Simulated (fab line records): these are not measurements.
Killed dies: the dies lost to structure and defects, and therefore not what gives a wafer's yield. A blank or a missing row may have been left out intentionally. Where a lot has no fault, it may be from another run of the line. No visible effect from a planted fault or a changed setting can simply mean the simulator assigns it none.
Struck lot and sound lot, side by side	flow sfq-line	42 steps out of a route of 325
Sound: wafers L818.4, L818.5, L818.6. Struck: wafers L833.4, L833.5 (left out: L833.2, a lot-mate that was not struck); the cause follows at the end.
Per side, at each step with rows, come the tool, then ch with its chambers, and then its first start. Under that, the readings that differ: sound wafers	struck wafers	difference of the means	sigmas: that difference in standard deviations of wafers without a fault.
alike: same words and numbers on both sides, and readings whose means sit less than 2 such deviations apart. not compared: any withheld reading, any reading some wafer has no value for, any bound like >300 that may hide the same value, and any number with overlapping values for which the record gives no deviation.
A row with sigmas, a row that says differs or no value, or rows on one side alone: a step with any of these is where the two part. Non-overlapping numbers with no deviation appear without sigmas and do not part them. A reading that every wafer of one side lacks parts them only if that side has two wafers or more.

first, 6 steps without rows for these wafers: SFQ_TRILAYER_I2_VIA_LITHO_COAT_072 (resist thk 62 nm); SFQ_TRILAYER_I2_VIA_LITHO_COAT_067 (resist thk 650 nm); SFQ_TRILAYER_I2_VIA_LITHO_SOFTBAKE_071; SFQ_TRILAYER_I2_VIA_LITHO_EXPOSE_068 (exposes mask I2, target cd 500 nm); SFQ_TRILAYER_I2_VIA_LITHO_PEB_070 (peb time 60 s); SFQ_TRILAYER_I2_VIA_LITHO_DEVELOP_069 (time 60 s).
SFQ_I2_OVL_MEAS_918:
  sound on overlay-01 at day 26 07:49; struck on overlay-01 at day 33 04:56
reading	sound	struck	difference	sigmas
I2_OVL (nm)	-11 -15 -4	11 18	+24	+4
SFQ_TRILAYER_I2_VIA_BARC_OPEN_VIA_ETCH_096: etches BARC in O2, target depth 125 nm, time 41.7 s.
  sound on rie-diel-03 ch 1,2,3, day 26 07:51; struck on rie-diel-03 ch 0,3, day 33 04:58
  alike: drypump-motor-current-A, oes-product-au, rf-fwd-power-W
  not compared: rf-hours-counter-h
then, 4 steps without rows for these wafers: SFQ_TRILAYER_I2_VIA_ETCH_VIA_ETCH_070 (etches SiO2 in CHF3, stops on Nb, target depth 260 nm); SFQ_TRILAYER_I2_VIA_STRIP_STRIP_071 (strips in O2); SFQ_TRILAYER_I2_VIA_STRIP_SOLV_CLEAN_072 (cleans in NMP, time 600 s); SFQ_TRILAYER_M3_DEP_PRE_CLEAN_074 (time 22.5 s).
SFQ_TRILAYER_M3_DEP_SPUTTER_073: material Nb, target thk 200 nm, time 133.3 s.
  sound on pvd-sputter-06 at day 26 09:26; struck on pvd-sputter-06 at day 33 05:56
reading	sound	struck	difference	sigmas
model.Nb_of_TRILAYER_M3_DEP_SPUTTER_073.thk-nm (nm)	201.9 203.3 202.3	131.5 130.4	-71.6	
  alike: throttle-valve-pct
SFQ_M3_RS_MEAS_919: measures by four-point-probe.
  sound on film-metro-03 at day 26 09:32; struck on film-metro-02 at day 33 06:02
reading	sound	struck	difference	sigmas
M3_NB_RS (ohm/sq)	0.881 0.873 0.878	1.366 1.378	+0.495	+45
then, 6 steps without rows for these wafers: SFQ_TRILAYER_M3_LITHO_COAT_080 (resist thk 62 nm); SFQ_TRILAYER_M3_LITHO_COAT_075 (resist thk 600 nm); SFQ_TRILAYER_M3_LITHO_SOFTBAKE_079; SFQ_TRILAYER_M3_LITHO_EXPOSE_076 (exposes mask M3, target cd 500 nm); SFQ_TRILAYER_M3_LITHO_PEB_078 (peb time 60 s); SFQ_TRILAYER_M3_LITHO_DEVELOP_077 (time 60 s).
-- the record jumps here: 6 days lie between the struck wafers' starts before and after --
SFQ_M3_OVL_MEAS_921:
  sound on overlay-02 at day 27 03:31; struck on overlay-01 at day 39 11:39
  alike: M3_OVL
SFQ_TRILAYER_M3_BARC_OPEN_METAL_ETCH_100: etches BARC in O2, target depth 125 nm, time 41.7 s.
  sound on rie-metal-02 ch 0,1, day 27 03:33; struck on rie-metal-02 ch 0, day 39 11:41
reading	sound	struck	difference	sigmas
rf-fwd-power-W (W)	592.8 591.1 590.3	597.1 595.2	+4.8	+2
  alike: drypump-motor-current-A, he-backside-leak-sccm, oes-product-au
  not compared: rf-hours-counter-h
SFQ_TRILAYER_M3_ETCH_METAL_ETCH_078: etches Nb in Cl2/Ar, stops on SiO2, target depth 240 nm, time 120 s.
  sound on rie-metal-02 ch 0,1, day 27 03:38; struck on rie-metal-02 ch 0, day 39 11:44
reading	sound	struck	difference	sigmas
oes-product-au (a.u.)	0.894 0.907 0.904	0.715 0.717	-0.186	-25
  alike: drypump-motor-current-A, he-backside-leak-sccm, rf-fwd-power-W
  not compared: rf-hours-counter-h
then, 2 steps without rows for these wafers: SFQ_TRILAYER_M3_STRIP_STRIP_079 (strips in O2); SFQ_TRILAYER_M3_STRIP_SOLV_CLEAN_080 (cleans in NMP, time 600 s).
SFQ_TRILAYER_I3_DEP_PECVD_081: deposits SiO2 from SiH4/N2O, time 111.11 s, target thk 500 nm.
  sound on pecvd-03 ch 0,1,2, day 27 04:32; struck on pecvd-02 ch 1,2, day 39 12:38
  alike: heater-power-outer-w, heater-power-w, rf-fwd-power-W, throttle-valve-pct
then, 1 step without rows for these wafers: SFQ_TRILAYER_I3_CMP_CMP_082 (polishes SiO2).
SFQ_I3_BOW_MEAS_922:
  sound on film-metro-01 at day 28 19:11; struck on film-metro-02 at day 39 16:44
  alike: I3_BOW
then, 7 steps without rows for these wafers: SFQ_TRILAYER_I3_METRO_MEASURE_083; SFQ_TRILAYER_I3_VIA_LITHO_COAT_090 (resist thk 62 nm); SFQ_TRILAYER_I3_VIA_LITHO_COAT_085 (resist thk 650 nm); SFQ_TRILAYER_I3_VIA_LITHO_SOFTBAKE_089; SFQ_TRILAYER_I3_VIA_LITHO_EXPOSE_086 (exposes mask I3, target cd 500 nm); SFQ_TRILAYER_I3_VIA_LITHO_PEB_088 (peb time 60 s); SFQ_TRILAYER_I3_VIA_LITHO_DEVELOP_087 (time 60 s).
SFQ_I3_OVL_MEAS_923:
  sound on overlay-01 at day 34 21:46; struck on overlay-01 at day 39 20:18
  alike: I3_OVL
then, 1 step without rows for these wafers: SFQ_TRILAYER_I3_VIA_BARC_OPEN_VIA_ETCH_121 (etches BARC in O2, target depth 125 nm, time 41.7 s).
SFQ_TRILAYER_I3_VIA_ETCH_VIA_ETCH_088: etches SiO2 in CHF3, stops on Nb, target depth 260 nm.
  sound on rie-diel-02 ch 0,1,2, day 34 21:49; struck on rie-diel-03 ch 1,3, day 39 20:22
  alike: drypump-motor-current-A, oes-product-au, rf-fwd-power-W
SFQ_TRILAYER_I3_VIA_STRIP_STRIP_089: strips in O2.
  sound on rie-metal-01 ch 0,1, day 34 22:08; struck on rie-metal-03 ch 0,1, day 39 20:29
  alike: drypump-motor-current-A, he-backside-leak-sccm, oes-product-au
  not compared: rf-hours-counter-h
then, 2 steps without rows for these wafers: SFQ_TRILAYER_I3_VIA_STRIP_SOLV_CLEAN_090 (cleans in NMP, time 600 s); SFQ_TRILAYER_M4_DEP_PRE_CLEAN_092 (time 22.5 s).
-- the record jumps here: 48 days lie between the struck wafers' starts before and after --
SFQ_M8_BOW_MEAS_951:
  sound on film-metro-04 at day 84 05:31; struck on film-metro-04 at day 87 10:38
reading	sound	struck	difference	sigmas
model.etest.m3.ohm-um	1.764 1.754 1.762	2.694 2.725	+0.950	
model.etest.i2.link-ohm	1.951 1.949 1.958	2.539 2.544	+0.589	
model.etest.m3.ohm-sq	0.8809 0.8748 0.8789	1.353 1.364	+0.480	
model.etest.i3.link-ohm	1.954 1.943 1.948	2.425 2.441	+0.485	
  alike: M8_BOW

## WHERE THEY PART
Last at SFQ_TRILAYER_M3_ETCH_METAL_ETCH_078 as far as this record goes, first at SFQ_I2_OVL_MEAS_918. Later steps at which nothing parts them and some readings are alike: SFQ_TRILAYER_I3_DEP_PECVD_081, SFQ_I3_BOW_MEAS_922, SFQ_I3_OVL_MEAS_923, SFQ_TRILAYER_I3_VIA_ETCH_VIA_ETCH_088, SFQ_TRILAYER_I3_VIA_STRIP_STRIP_089, SFQ_M8_BOW_MEAS_951.

WHY: what the simulator had put in
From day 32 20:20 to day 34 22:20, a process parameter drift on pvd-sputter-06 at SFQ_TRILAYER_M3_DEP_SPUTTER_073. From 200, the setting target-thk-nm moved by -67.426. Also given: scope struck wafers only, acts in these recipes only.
